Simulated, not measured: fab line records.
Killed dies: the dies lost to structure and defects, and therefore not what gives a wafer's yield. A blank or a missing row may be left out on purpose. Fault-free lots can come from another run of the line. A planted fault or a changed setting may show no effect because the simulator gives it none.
fab line records | flow sky130 | part 1 of 2: steps 1 to 30 of 31
record: lots: 6 | wafers: 18 | last_day: 49
route steps=708 shown LI_CONTACT@375 LOCAL_INTERCONNECT@387 PAD_OPEN@708
lots untouched by any fault: they come from a run of this same line in which no faults occurred
start_h: start of the lot's first displayed wafer, in hours after the record's first day | wait_h: how many hours have passed since the lot's step before this one | " unchanged from the row above | L1.1+2: one row covering several wafers at once | - no value, or no start was given | * or withheld: withheld | < > ~ a bound
route shown NAME@n: a module of which the file shows steps, and the number in the route of the first | usual: the fault-free wafers' mean and standard deviation | same: alike in all rows | chamber/n: place in a boat | sites: readings site by site | _std_site: standard deviation across them | _edge_site: the outer-site mean with the inner-site mean subtracted | radius_mm: for every site, how far away it sits from the centre of the wafer | mask NAME#n: copy n | behind: the tool/chamber that last shaped the wafer | hold: what put the lot on hold/how long, in hours/how the hold closed | device: names the non-switching transistor (n, p or np) | end of line: the tests these same wafers got at the end of their route | a step given without rows: its recipe and nothing more | killed: count of dies lost to structure and defects at first sort (not the wafer's yield) | map: shows each die of a wafer: x if killed, . if not, _ if none is there
set.NAME: the run value of the setting; set.NAME@STEP: its run value at that earlier step | model.NAME: the simulator's own value behind a step, which no gauge read
a table for each step, a row for each wafer; lots at some steps of the route
services: a tool's chamber out of use, with start hour (start_h, from the record's first day; less than 0 if before it), hours out, and reason
== steps ==
step: SKY_LI_CONTACT_OVL_MEAS_13
usual: LI_CONTACT_OVL: -1/5.4
lot.wafer | tool       | chamber | start_h | wait_h | LI_CONTACT_OVL[nm]
L699.2    | overlay-01 | -       | 677.60  | 0.1    | 4
L699.4    | "          | -       | "       | "      | 14
L699.6    | "          | -       | "       | "      | 9
L701.3    | overlay-02 | -       | 699.55  | 0.1    | 10
L701.4    | "          | -       | "       | "      | 6
L701.5    | "          | -       | "       | "      | 2
L710.2    | overlay-02 | -       | 776.05  | 0.1    | -4
L710.3    | "          | -       | "       | "      | -4
L710.4    | "          | -       | "       | "      | 0
L712.2    | overlay-02 | -       | 786.05  | 0.1    | -15
L712.5    | "          | -       | "       | "      | -5
L712.6    | "          | -       | "       | "      | -6
L713.1    | overlay-01 | -       | 802.64  | 0.1    | -1
L713.4    | "          | -       | "       | "      | 3
L713.5    | "          | -       | "       | "      | 10
L718.1    | overlay-02 | -       | 826.23  | 0.1    | 4
L718.2    | "          | -       | "       | "      | -5
L718.4    | "          | -       | "       | "      | -2
step: SKY_LI_CONTACT_ETCH_14
recipe: chemistry: N2/H2 | target: BARC | ion_energy_ev: 200 | source_w: 500 | bias_w: 100 | pressure_mtorr: 30 | n2_flow_sccm: 100 | h2_flow_sccm: 200 | stop_on: SiO2 | time_s: 45.9 | target_depth_a: 600
usual: chamber_pressure_mTorr: 30.001/0.026 | drypump_motor_current_A: 5.98/0.19 | n2_flow_sccm: 100.00/0.27 | oes_product_au: 0.855/0.0047 | throttle_valve_pct: 13.225/0.0085
lot.wafer | tool        | chamber | start_h | wait_h | chamber_pressure_mTorr | drypump_motor_current_A | n2_flow_sccm | oes_product_au | rf_hours_counter_h | throttle_valve_pct
L699.2    | rie_diel-04 | 0       | 677.63  | 0.0    | 30.018                 | 5.52                    | 100.03       | 0.846          | 23                 | 13.228
L699.4    | "           | 0       | "       | "      | 29.979                 | 5.54                    | 100.23       | 0.862          | -                  | 13.231
L699.6    | "           | 1       | "       | "      | 29.986                 | 6.03                    | 100.66       | 0.848          | -                  | 13.222
L701.3    | rie_diel-03 | 1       | 699.58  | 0.0    | 29.968                 | 5.87                    | 99.64        | 0.857          | 6                  | 13.222
L701.4    | "           | 2       | "       | "      | 30.007                 | 6.09                    | 100.40       | 0.852          | 2                  | 13.225
L701.5    | "           | 3       | "       | "      | 30.041                 | 5.99                    | 99.86        | 0.857          | -                  | 13.223
L710.2    | rie_diel-04 | 0       | 776.08  | 0.0    | 29.976                 | 5.54                    | 99.78        | 0.856          | 25                 | 13.225
L710.3    | "           | 3       | "       | "      | 29.997                 | 6.22                    | 99.94        | 0.850          | 11                 | 13.220
L710.4    | "           | 2       | "       | "      | 29.986                 | 6.23                    | 100.09       | 0.857          | 19                 | 13.224
L712.2    | rie_diel-04 | 0       | 786.08  | 0.0    | 29.999                 | 5.52                    | 99.71        | 0.854          | 26                 | 13.219
L712.5    | "           | 0       | "       | "      | 29.972                 | 5.52                    | 99.96        | 0.852          | -                  | 13.244
L712.6    | "           | 1       | "       | "      | 29.971                 | 6.07                    | 99.80        | 0.853          | -                  | 13.223
L713.1    | rie_diel-02 | 3       | 802.67  | 0.0    | 30.012                 | 5.98                    | 100.56       | 0.853          | 17                 | 13.219
L713.4    | "           | 2       | "       | "      | 29.969                 | 6.07                    | 100.13       | 0.854          | 23                 | 13.212
L713.5    | "           | 0       | "       | "      | 30.014                 | 6.03                    | 100.40       | 0.852          | -                  | 13.214
L718.1    | rie_diel-03 | 0       | 826.26  | 0.0    | 30.031                 | 5.86                    | 100.07       | 0.852          | 11                 | 13.224
L718.2    | "           | 3       | "       | "      | 29.942                 | 5.96                    | 100.18       | 0.861          | 12                 | 13.241
L718.4    | "           | 1       | "       | "      | 30.024                 | 5.86                    | 100.04       | 0.857          | 9                  | 13.226
step: SKY_LI_CONTACT_ETCH_15
recipe: target: PSG | chemistry: C4F8/O2/Ar | stop_on: Si | taper_deg: 4.15 | mask_material: KrF-thick | source_w: 1500 | bias_w: 1200 | pressure_mtorr: 40 | c4f8_flow_sccm: withheld | O2_flow_sccm: 6 | Ar_flow_sccm: 300 | time_s: withheld | target_depth_a: 6000
usual: chamber_pressure_mTorr: 40.00/0.035 | oes_product_au: 0.837/0.0046
lot.wafer | tool        | chamber | start_h | wait_h | chamber_pressure_mTorr | oes_product_au
L699.2    | rie_diel-04 | 0       | 677.67  | 0.0    | 40.02                  | 0.834
L699.4    | "           | 0       | "       | "      | 40.00                  | 0.843
L699.6    | "           | 1       | "       | "      | 39.98                  | 0.832
L701.3    | rie_diel-03 | 1       | 699.62  | 0.0    | 39.96                  | 0.844
L701.4    | "           | 2       | "       | "      | 40.01                  | 0.837
L701.5    | "           | 3       | "       | "      | 39.99                  | 0.832
L710.2    | rie_diel-04 | 0       | 776.12  | 0.0    | 40.00                  | 0.841
L710.3    | "           | 3       | "       | "      | 39.95                  | 0.833
L710.4    | "           | 2       | "       | "      | 40.01                  | 0.842
L712.2    | rie_diel-04 | 0       | 786.12  | 0.0    | 40.02                  | 0.840
L712.5    | "           | 0       | "       | "      | 40.00                  | 0.835
L712.6    | "           | 1       | "       | "      | 39.98                  | 0.846
L713.1    | rie_diel-02 | 3       | 802.71  | 0.0    | 39.99                  | 0.836
L713.4    | "           | 2       | "       | "      | 40.02                  | 0.830
L713.5    | "           | 0       | "       | "      | 39.98                  | 0.842
L718.1    | rie_diel-03 | 0       | 826.31  | 0.0    | 40.06                  | 0.844
L718.2    | "           | 3       | "       | "      | 39.97                  | 0.827
L718.4    | "           | 1       | "       | "      | 39.95                  | 0.834
step: SKY_LI_CONTACT_STRIP_16
recipe: chemistry: O2/N2 | power_w: 1400 | pressure_mtorr: 1500 | platen_temp_c: withheld | o2_flow_sccm: 3000 | n2_flow_sccm: 300 | overash_fraction: 0.5
usual: chamber_pressure_mTorr: 1499.9/1.4 | drypump_motor_current_A: 5.95/0.24 | n2_flow_sccm: 300.0/0.86 | oes_product_au: 0.376/0.0049 | strip_time_to_endpoint_s: 3.50/0.032
lot.wafer | tool            | chamber | start_h | wait_h | chamber_pressure_mTorr | drypump_motor_current_A | n2_flow_sccm | oes_product_au | rf_hours_counter_h | strip_time_to_endpoint_s
L699.2    | plasma_asher-03 | 0       | 677.76  | -      | 1499.9                 | 6.15                    | 300.0        | 0.376          | 88                 | 3.56
L699.4    | "               | 0       | "       | "      | 1501.1                 | 6.15                    | 301.1        | 0.383          | -                  | 3.54
L699.6    | "               | 1       | "       | "      | 1501.5                 | 6.27                    | 301.2        | 0.374          | -                  | 3.48
L701.3    | plasma_asher-03 | 0       | 699.74  | -      | 1497.6                 | 6.11                    | 299.1        | 0.375          | -                  | 3.49
L701.4    | "               | 1       | "       | "      | 1499.4                 | 6.28                    | 301.4        | 0.384          | -                  | 3.49
L701.5    | "               | 0       | "       | "      | 1501.7                 | 6.16                    | 300.3        | 0.377          | -                  | 3.49
L710.2    | plasma_asher-04 | 0       | 776.21  | -      | 1501.8                 | 5.97                    | 300.5        | 0.371          | 2                  | 3.52
L710.3    | "               | 0       | "       | "      | 1499.0                 | 5.97                    | 299.5        | 0.382          | -                  | 3.47
L710.4    | "               | 1       | "       | "      | 1500.5                 | 5.55                    | 300.0        | 0.373          | -                  | 3.49
L712.2    | plasma_asher-03 | 1       | 786.21  | -      | 1502.5                 | 6.30                    | 300.4        | 0.381          | 99                 | 3.52
L712.5    | "               | 1       | "       | "      | 1499.2                 | 6.30                    | 300.8        | 0.383          | -                  | 3.53
L712.6    | "               | 0       | "       | "      | 1501.3                 | 6.15                    | 301.0        | 0.371          | -                  | 3.51
L713.1    | plasma_asher-02 | 1       | 802.80  | -      | 1500.2                 | 5.75                    | 299.7        | 0.374          | 36                 | 3.46
L713.4    | "               | 0       | "       | "      | 1500.3                 | 5.82                    | 300.1        | 0.373          | -                  | 3.43
L713.5    | "               | 1       | "       | "      | 1498.9                 | 5.75                    | 300.0        | 0.374          | -                  | 3.51
L718.1    | plasma_asher-04 | 1       | 826.39  | -      | 1498.6                 | 5.54                    | 300.0        | 0.374          | 7                  | 3.51
L718.2    | "               | 0       | "       | "      | 1500.9                 | 5.98                    | 299.3        | 0.379          | 7                  | 3.51
L718.4    | "               | 0       | "       | "      | 1500.4                 | 5.99                    | 300.5        | 0.387          | -                  | 3.52
step: SKY_LI_CONTACT_CLEAN_17
recipe: chemistry: NMP | time_s: 600 | temp_c: 60 | dry: n2_spin
step: SKY_LI_CONTACT_PRE_CLEAN_18
recipe: gas: Ar | time_s: 5.6 | bias_v: 358
step: SKY_LI_CONTACT_SPUTTER_19
recipe: material: Ti | target_thk_nm: 20 | chamber_pressure_pa: 5 | power_w: 2500 | substrate_temp_c: 200 | time_s: 106.37
usual: throttle_valve_pct: 29.7/1.2
lot.wafer | tool           | chamber | start_h | wait_h | throttle_valve_pct
L699.2    | pvd_sputter-01 | -       | 678.05  | 0.0    | 31.5
L699.4    | "              | -       | "       | "      | 28.8
L699.6    | "              | -       | "       | "      | 28.8
L701.3    | pvd_sputter-02 | -       | 700.00  | 0.0    | 27.9
L701.4    | "              | -       | "       | "      | 30.6
L701.5    | "              | -       | "       | "      | 30.7
L710.2    | pvd_sputter-02 | -       | 776.52  | 0.0    | 28.7
L710.3    | "              | -       | "       | "      | 28.0
L710.4    | "              | -       | "       | "      | 30.3
L712.2    | pvd_sputter-01 | -       | 786.50  | 0.0    | 29.3
L712.5    | "              | -       | "       | "      | 29.2
L712.6    | "              | -       | "       | "      | 28.4
L713.1    | pvd_sputter-02 | -       | 803.11  | 0.0    | 30.4
L713.4    | "              | -       | "       | "      | 28.3
L713.5    | "              | -       | "       | "      | 28.7
L718.1    | pvd_sputter-02 | -       | 826.70  | 0.0    | 30.2
L718.2    | "              | -       | "       | "      | 30.7
L718.4    | "              | -       | "       | "      | 28.0
step: SKY_LI_CONTACT_SPUTTER_20
recipe: material: TiN | target_thk_nm: 20 | chamber_pressure_pa: 5 | power_w: 4000 | time_s: 80
step: SKY_LI_CONTACT_CVD_21
recipe: material: W | target_thk_nm: 400 | time_s: 120.56 | temp_c: 396.5 | pressure_torr: 40
step: SKY_LI_CONTACT_RS_MEAS_22
recipe: thk_meas_gauge: four-point-probe | reads: W_of_LI_CONTACT_CVD_21+TiN_of_LI_CONTACT_SPUTTER_20+Ti_of_LI_CONTACT_SPUTTER_19
usual: LI_CONTACT_W_RS: 0.301/0.0043
lot.wafer | tool          | chamber | start_h | wait_h | LI_CONTACT_W_RS[ohm/sq]
L699.2    | film_metro-02 | -       | 678.33  | 0.1    | 0.294
L699.4    | "             | -       | "       | "      | 0.303
L699.6    | "             | -       | "       | "      | 0.301
L701.3    | film_metro-02 | -       | 700.30  | 0.1    | 0.295
L701.4    | "             | -       | "       | "      | 0.292
L701.5    | "             | -       | "       | "      | 0.294
L710.2    | film_metro-03 | -       | 776.80  | 0.1    | 0.301
L710.3    | "             | -       | "       | "      | 0.308
L710.4    | "             | -       | "       | "      | 0.307
L712.2    | film_metro-01 | -       | 786.78  | 0.1    | 0.307
L712.5    | "             | -       | "       | "      | 0.298
L712.6    | "             | -       | "       | "      | 0.303
L713.1    | film_metro-03 | -       | 803.37  | 0.1    | 0.302
L713.4    | "             | -       | "       | "      | 0.296
L713.5    | "             | -       | "       | "      | 0.298
L718.1    | film_metro-03 | -       | 826.97  | 0.1    | 0.294
L718.2    | "             | -       | "       | "      | 0.299
L718.4    | "             | -       | "       | "      | 0.302
step: SKY_LI_CONTACT_THK_MEAS_23
recipe: thk_meas_gauge: xrf | reads: W_of_LI_CONTACT_CVD_21
usual: LI_CONTACT_W_THK: 382/7.2
lot.wafer | tool          | chamber | start_h | wait_h | LI_CONTACT_W_THK[nm]
L699.2    | film_metro-02 | -       | 678.44  | 0.1    | 399
L699.4    | "             | -       | "       | "      | 387
L699.6    | "             | -       | "       | "      | 387
L701.3    | film_metro-02 | -       | 700.40  | 0.1    | 394
L701.4    | "             | -       | "       | "      | 398
L701.5    | "             | -       | "       | "      | 395
L710.2    | film_metro-03 | -       | 776.91  | 0.1    | 382
L710.3    | "             | -       | "       | "      | 376
L710.4    | "             | -       | "       | "      | 376
L712.2    | film_metro-01 | -       | 786.89  | 0.1    | 373
L712.5    | "             | -       | "       | "      | 380
L712.6    | "             | -       | "       | "      | 379
L713.1    | film_metro-03 | -       | 803.49  | 0.1    | 383
L713.4    | "             | -       | "       | "      | 390
L713.5    | "             | -       | "       | "      | 390
L718.1    | film_metro-03 | -       | 827.09  | 0.1    | 389
L718.2    | "             | -       | "       | "      | 384
L718.4    | "             | -       | "       | "      | 379
step: SKY_LI_CONTACT_CMP_24
recipe: stop_on: PSG | t_overpolish_s: 20 | down_force_psi: 3.5 | platen_rpm: 60 | target_thk_nm: 0 | pad_velocity_m_s: 0.94248
usual: motor_current_A: 11.2/0.97 | overpolish_run_s: 20.000/0.009 | time_to_endpoint_s: 91/3.5
lot.wafer | tool   | chamber | start_h | wait_h | motor_current_A | overpolish_run_s | time_to_endpoint_s
L699.4    | cmp-02 | 0       | 678.54  | 0.1    | 12.3            | 19.991           | 91
L699.2    | "      | 2       | "       | "      | 10.7            | 19.989           | 98
L699.6    | "      | 0       | "       | "      | 12.5            | 20.012           | 88
L701.3    | cmp-02 | 0       | 700.51  | 0.1    | 12.3            | 20.006           | 94
L701.4    | "      | 1       | "       | "      | 11.9            | 19.994           | 94
L701.5    | "      | 3       | "       | "      | 12.1            | 19.993           | 101
L710.2    | cmp-01 | 1       | 777.01  | 0.1    | 10.3            | 19.999           | 88
L710.3    | "      | 2       | "       | "      | 10.9            | 20.005           | 87
L710.4    | "      | 3       | "       | "      | 12.8            | 19.985           | 88
L712.2    | cmp-02 | 0       | 787.04  | 0.1    | 12.6            | 19.995           | 88
L712.5    | "      | 2       | "       | "      | 10.6            | 19.999           | 93
L712.6    | "      | 3       | "       | "      | 10.7            | 20.000           | 95
L713.4    | cmp-01 | 0       | 803.55  | 0.0    | 9.8             | 19.998           | 91
L713.1    | "      | 1       | "       | "      | 10.9            | 20.000           | 91
L713.5    | "      | 1       | "       | "      | 10.6            | 19.994           | 92
L718.2    | cmp-02 | 3       | 827.15  | 0.0    | 11.8            | 19.986           | 96
L718.1    | "      | 1       | "       | "      | 11.6            | 20.001           | 91
L718.4    | "      | 2       | "       | "      | 10.7            | 20.010           | 93
step: SKY_LOCAL_INTERCONNECT_SPUTTER_00
recipe: material: TiN | target_thk_nm: 100 | temp_c: 300 | power_w: 6500 | time_s: 83.3 | chamber_pressure_pa: 0.4
usual: throttle_valve_pct: 29.3/1.1
lot.wafer | tool           | chamber | start_h | wait_h | throttle_valve_pct | model.TiN_of_LOCAL_INTERCONNECT_SPUTTER_00.thk_nm
L699.2    | pvd_sputter-02 | -       | 678.79  | 0.1    | 28.2               | 100.3
L699.4    | "              | -       | "       | "      | 28.7               | 98.85
L699.6    | "              | -       | "       | "      | 28.5               | 98.68
L701.3    | pvd_sputter-04 | -       | 700.76  | 0.2    | 28.2               | 98.95
L701.4    | "              | -       | "       | "      | 28.7               | 98.34
L701.5    | "              | -       | "       | "      | 30.3               | 100.2
L710.2    | pvd_sputter-04 | -       | 777.26  | 0.2    | 31.2               | 100.1
L710.3    | "              | -       | "       | "      | 28.9               | 98.84
L710.4    | "              | -       | "       | "      | 28.4               | 83.84
L712.2    | pvd_sputter-02 | -       | 787.24  | 0.1    | 29.0               | 101.6
L712.5    | "              | -       | "       | "      | 28.3               | 102.6
L712.6    | "              | -       | "       | "      | 28.8               | 101.6
L713.1    | pvd_sputter-04 | -       | 803.85  | 0.2    | 28.8               | 99.12
L713.4    | "              | -       | "       | "      | 30.2               | 101.1
L713.5    | "              | -       | "       | "      | 28.4               | 83.78
L718.1    | pvd_sputter-03 | -       | 827.45  | 0.1    | 29.8               | 100.3
L718.2    | "              | -       | "       | "      | 28.6               | 99.25
L718.4    | "              | -       | "       | "      | 28.2               | 100.1
step: SKY_LOCAL_INTERCONNECT_RS_MEAS_01
recipe: thk_meas_gauge: four-point-probe | reads: TiN_of_LOCAL_INTERCONNECT_SPUTTER_00
usual: LOCAL_INTERCONNECT_TIN_RS: 14.11/0.17
lot.wafer | tool          | chamber | start_h | wait_h | LOCAL_INTERCONNECT_TIN_RS[ohm/sq]
L699.2    | film_metro-04 | -       | 678.88  | 0.1    | 14.04
L699.4    | "             | -       | "       | "      | 14.32
L699.6    | "             | -       | "       | "      | 14.33
L701.3    | film_metro-02 | -       | 700.86  | 0.1    | 14.32
L701.4    | "             | -       | "       | "      | 14.42
L701.5    | "             | -       | "       | "      | 14.10
L710.2    | film_metro-03 | -       | 777.34  | 0.1    | 14.12
L710.3    | "             | -       | "       | "      | 14.34
L710.4    | "             | -       | "       | "      | 17.03
L712.2    | film_metro-03 | -       | 787.33  | 0.1    | 13.90
L712.5    | "             | -       | "       | "      | 13.79
L712.6    | "             | -       | "       | "      | 13.93
L713.1    | film_metro-03 | -       | 803.92  | 0.0    | 14.28
L713.4    | "             | -       | "       | "      | 14.00
L713.5    | "             | -       | "       | "      | 17.05
L718.1    | film_metro-04 | -       | 827.51  | 0.0    | 14.10
L718.2    | "             | -       | "       | "      | 14.25
L718.4    | "             | -       | "       | "      | 14.10
step: SKY_LOCAL_INTERCONNECT_THK_MEAS_02
recipe: thk_meas_gauge: xrf | reads: TiN_of_LOCAL_INTERCONNECT_SPUTTER_00
usual: LOCAL_INTERCONNECT_TIN_THK: 99.7/1.3
lot.wafer | tool          | chamber | start_h | wait_h | LOCAL_INTERCONNECT_TIN_THK[nm]
L699.2    | film_metro-04 | -       | 678.99  | 0.1    | 99.4
L699.4    | "             | -       | "       | "      | 97.9
L699.6    | "             | -       | "       | "      | 97.9
L701.3    | film_metro-02 | -       | 700.96  | 0.1    | 97.8
L701.4    | "             | -       | "       | "      | 97.7
L701.5    | "             | -       | "       | "      | 99.5
L710.2    | film_metro-03 | -       | 777.45  | 0.1    | 100.5
L710.3    | "             | -       | "       | "      | 99.0
L710.4    | "             | -       | "       | "      | 84.2
L712.2    | film_metro-03 | -       | 787.44  | 0.1    | 102.0
L712.5    | "             | -       | "       | "      | 103.1
L712.6    | "             | -       | "       | "      | 102.1
L713.1    | film_metro-03 | -       | 804.04  | 0.1    | 99.2
L713.4    | "             | -       | "       | "      | 100.7
L713.5    | "             | -       | "       | "      | 83.8
L718.1    | film_metro-04 | -       | 827.63  | 0.1    | 99.4
L718.2    | "             | -       | "       | "      | 98.5
L718.4    | "             | -       | "       | "      | 99.2
step: SKY_LOCAL_INTERCONNECT_DEHYDRATE_03
recipe: temp_c: 200 | time_s: 60
step: SKY_LOCAL_INTERCONNECT_HMDS_04
recipe: prime_time_s: 60 | prime_temp_c: 120
step: SKY_LOCAL_INTERCONNECT_COAT_05
recipe: resist: BARC | temp_c: withheld | time_s: withheld | spin_rpm: 3000 | resist_thk_nm: 60
step: SKY_LOCAL_INTERCONNECT_COAT_06
recipe: resist: KrF-thick | spin_rpm: 3000 | resist_thk_nm: 450
step: SKY_LOCAL_INTERCONNECT_SOFTBAKE_07
recipe: temp_c: 100 | time_s: 90 | resist: KrF-thick
step: SKY_LOCAL_INTERCONNECT_EXPOSE_08
recipe: mask_id: LI1M | na: 0.8 | source_shape: annular | sigma_inner: 0.55 | sigma_outer: 0.85 | target_cd_nm: 170 | dose_mj: 28
step: SKY_LOCAL_INTERCONNECT_PEB_09
recipe: peb_temp_c: withheld | peb_time_s: withheld | resist: KrF-thick
step: SKY_LOCAL_INTERCONNECT_DEVELOP_10
recipe: develop_time_s: 60 | resist: KrF-thick | dev_temp_c: 21
step: SKY_LOCAL_INTERCONNECT_CD_MEAS_11
recipe: target_cd_nm: 170
usual: cd_nm: 169.6/1.5
lot.wafer | tool      | chamber | start_h | wait_h | cd_nm
L699.2    | cd_sem-02 | -       | 706.83  | -      | 168.4
L699.4    | "         | -       | "       | "      | 167.9
L699.6    | "         | -       | "       | "      | 168.9
L701.3    | cd_sem-02 | -       | 728.79  | -      | 166.0
L701.4    | "         | -       | "       | "      | 167.7
L701.5    | "         | -       | "       | "      | 167.0
L710.2    | cd_sem-02 | -       | 804.79  | -      | 171.0
L710.3    | "         | -       | "       | "      | 172.6
L710.4    | "         | -       | "       | "      | 172.0
L712.2    | cd_sem-02 | -       | 814.57  | -      | 166.3
L712.5    | "         | -       | "       | "      | 166.6
L712.6    | "         | -       | "       | "      | 166.6
L713.1    | cd_sem-02 | -       | 829.87  | -      | 169.8
L713.4    | "         | -       | "       | "      | 171.1
L713.5    | "         | -       | "       | "      | 170.1
L718.1    | cd_sem-02 | -       | 853.01  | -      | 169.8
L718.2    | "         | -       | "       | "      | 169.0
L718.4    | "         | -       | "       | "      | 170.6
step: SKY_LOCAL_INTERCONNECT_OVL_MEAS_12
usual: LOCAL_INTERCONNECT_OVL: -3/5.7
lot.wafer | tool       | chamber | start_h | wait_h | LOCAL_INTERCONNECT_OVL[nm]
L699.2    | overlay-02 | -       | 706.93  | 0.1    | -1
L699.4    | "          | -       | "       | "      | 0
L699.6    | "          | -       | "       | "      | -4
L701.3    | overlay-01 | -       | 728.88  | 0.1    | -10
L701.4    | "          | -       | "       | "      | -11
L701.5    | "          | -       | "       | "      | -8
L710.2    | overlay-01 | -       | 804.90  | 0.1    | 1
L710.3    | "          | -       | "       | "      | 0
L710.4    | "          | -       | "       | "      | 4
L712.2    | overlay-01 | -       | 814.68  | 0.1    | -2
L712.5    | "          | -       | "       | "      | -4
L712.6    | "          | -       | "       | "      | -12
L713.1    | overlay-02 | -       | 829.99  | 0.1    | -9
L713.4    | "          | -       | "       | "      | -4
L713.5    | "          | -       | "       | "      | -11
L718.1    | overlay-02 | -       | 853.13  | 0.1    | 0
L718.2    | "          | -       | "       | "      | 6
L718.4    | "          | -       | "       | "      | -4
step: SKY_LOCAL_INTERCONNECT_ETCH_13
recipe: chemistry: N2/H2 | target: BARC | ion_energy_ev: 200 | bias_w: 100 | pressure_mtorr: 30 | n2_flow_sccm: 100 | h2_flow_sccm: 200 | icp_w: 500 | stop_on: SiO2 | time_s: 45.9 | target_depth_a: 600
step: SKY_LOCAL_INTERCONNECT_METAL_ETCH_14
recipe: target_depth_nm: 110 | stop_on: PSG | chemistry: Cl2/BCl3 | target: TiN | resist_sidewall_deg: 88 | pressure_mtorr: 10 | icp_w: 900 | bias_w: 48.5 | Cl2_flow_sccm: 60 | bcl3_flow_sccm: 30 | time_s: 31.4
usual: chamber_pressure_mTorr: 10.000/0.0084 | drypump_motor_current_A: 5.9/0.44 | oes_product_au: 0.942/0.008 | throttle_valve_pct: 21.900/0.0099
lot.wafer | tool         | chamber | start_h | wait_h | chamber_pressure_mTorr | drypump_motor_current_A | oes_product_au | rf_hours_counter_h | throttle_valve_pct
L699.2    | rie_metal-01 | 1       | 707.03  | 0.0    | 9.981                  | 6.0                     | 0.935          | 8                  | 21.903
L699.4    | "            | 1       | "       | "      | 10.005                 | 6.0                     | 0.927          | -                  | 21.900
L699.6    | "            | 1       | "       | "      | 9.998                  | 6.0                     | 0.933          | -                  | 21.915
L701.3    | rie_metal-04 | 1       | 728.99  | 0.0    | 10.002                 | 6.5                     | 0.937          | -                  | 21.896
L701.4    | "            | 0       | "       | "      | 10.000                 | 5.0                     | 0.936          | -                  | 21.912
L701.5    | "            | 1       | "       | "      | 9.991                  | 6.5                     | 0.949          | -                  | 21.901
L710.2    | rie_metal-04 | 1       | 804.99  | 0.0    | 9.998                  | 6.5                     | 0.945          | 0                  | 21.895
L710.3    | "            | 0       | "       | "      | 10.011                 | 5.0                     | 0.927          | -                  | 21.911
L710.4    | "            | 1       | "       | "      | 10.004                 | 6.5                     | 0.847          | -                  | 21.947
L712.2    | rie_metal-04 | 0       | 814.77  | 0.0    | 9.993                  | 5.0                     | 0.952          | 7                  | 21.894
L712.5    | "            | 1       | "       | "      | 10.017                 | 6.5                     | 0.959          | -                  | 21.890
L712.6    | "            | 0       | "       | "      | 9.987                  | 5.0                     | 0.957          | -                  | 21.899
L713.1    | rie_metal-01 | 1       | 830.09  | 0.0    | 9.997                  | 6.0                     | 0.936          | 11                 | 21.908
L713.4    | "            | 1       | "       | "      | 9.991                  | 6.0                     | 0.947          | -                  | 21.906
L713.5    | "            | 0       | "       | "      | 9.989                  | 5.8                     | 0.854          | -                  | 21.961
L718.1    | rie_metal-02 | 1       | 853.23  | 0.0    | 9.979                  | 5.9                     | 0.941          | 5                  | 21.892
L718.2    | "            | 0       | "       | "      | 10.001                 | 6.2                     | 0.944          | 17                 | 21.893
L718.4    | "            | 1       | "       | "      | 10.003                 | 5.9                     | 0.941          | -                  | 21.903
step: SKY_LOCAL_INTERCONNECT_STRIP_15
recipe: chemistry: O2/N2 | power_w: 1400 | pressure_mtorr: 1500 | platen_temp_c: withheld | o2_flow_sccm: 3000 | n2_flow_sccm: 300 | overash_fraction: 0.5
step: SKY_LOCAL_INTERCONNECT_STRIP_16
recipe: chemistry: post_etch_residue_remover | time_s: 1200 | temp_c: 72.5
lot.wafer | tool         | chamber | start_h | wait_h | model.TiN_of_LOCAL_INTERCONNECT_SPUTTER_00.thk_nm
L699.2    | wet_bench-01 | 3       | 707.18  | 0.1    | 99.93
L699.4    | "            | 3       | "       | "      | 98.43
L699.6    | "            | 3       | "       | "      | 98.26
L701.3    | wet_bench-02 | 2       | 729.12  | 0.0    | 98.54
L701.4    | "            | 2       | "       | "      | 97.93
L701.5    | "            | 2       | "       | "      | 99.8
L710.2    | wet_bench-02 | 3       | 805.14  | 0.1    | 99.71
L710.3    | "            | 3       | "       | "      | 98.42
L710.4    | "            | 3       | "       | "      | 83.42
L712.2    | wet_bench-01 | 0       | 814.92  | 0.1    | 101.2
L712.5    | "            | 0       | "       | "      | 102.2
L712.6    | "            | 0       | "       | "      | 101.1
L713.1    | wet_bench-03 | 3       | 830.24  | 0.1    | 98.71
L713.4    | "            | 3       | "       | "      | 100.7
L713.5    | "            | 3       | "       | "      | 83.36
L718.1    | wet_bench-03 | 2       | 853.38  | 0.1    | 99.83
L718.2    | "            | 2       | "       | "      | 98.83
L718.4    | "            | 2       | "       | "      | 99.69
step: SKY_LOCAL_INTERCONNECT_CLEAN_17
recipe: chemistry: IPA | time_s: 180 | temp_c: 25
== key ==
first_sign: step: SKY_LOCAL_INTERCONNECT_RS_MEAS_01 | reading: LOCAL_INTERCONNECT_TIN_RS | direction: up | sigmas: 17 | usual: 14.11 | struck: 17.04
effect: step: SKY_LOCAL_INTERCONNECT_THK_MEAS_02 | reading: LOCAL_INTERCONNECT_TIN_THK | direction: down | sigmas: 12 | usual: 99.7 | struck: 84.0
effect: step: SKY_LOCAL_INTERCONNECT_METAL_ETCH_14 | reading: oes_product_au | direction: down | sigmas: 11 | usual: 0.942 | struck: 0.851
model_effect: step: SKY_LOCAL_INTERCONNECT_SPUTTER_00 | value: TiN_of_LOCAL_INTERCONNECT_SPUTTER_00.thk_nm | without: 100.8 | struck: 83.81
model_effect: step: SKY_LOCAL_INTERCONNECT_STRIP_16 | value: TiN_of_LOCAL_INTERCONNECT_SPUTTER_00.thk_nm | without: 100.4 | struck: 83.39
model_effect: step: SKY_PAD_OPEN_PROBE_99 | value: etest.res_li.line_ohm_um | without: 74.37 | struck: 89.47
met_at SKY_LOCAL_INTERCONNECT_SPUTTER_00
struck_wafers L710.4,L713.5
tester_left_out L710,L713
onset_between 700.76 777.26
fault: kind: process_parameter_drift | tool: pvd_sputter-04 | chamber: - | onset_h: 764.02 | steps: SKY_LOCAL_INTERCONNECT_SPUTTER_00 | channel: time_s | offset: * | shape: step | end_h: 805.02 | acts_in: * | stated: * | scope: struck_wafers_only
tester_left_out: of these lots the tester's yield and bins aren't shown, on N5 and GAA mostly nor the transistor test; their killed dies are dies lost to structure and defects alone, not to doping, threshold or leakage, so they don't give the yield
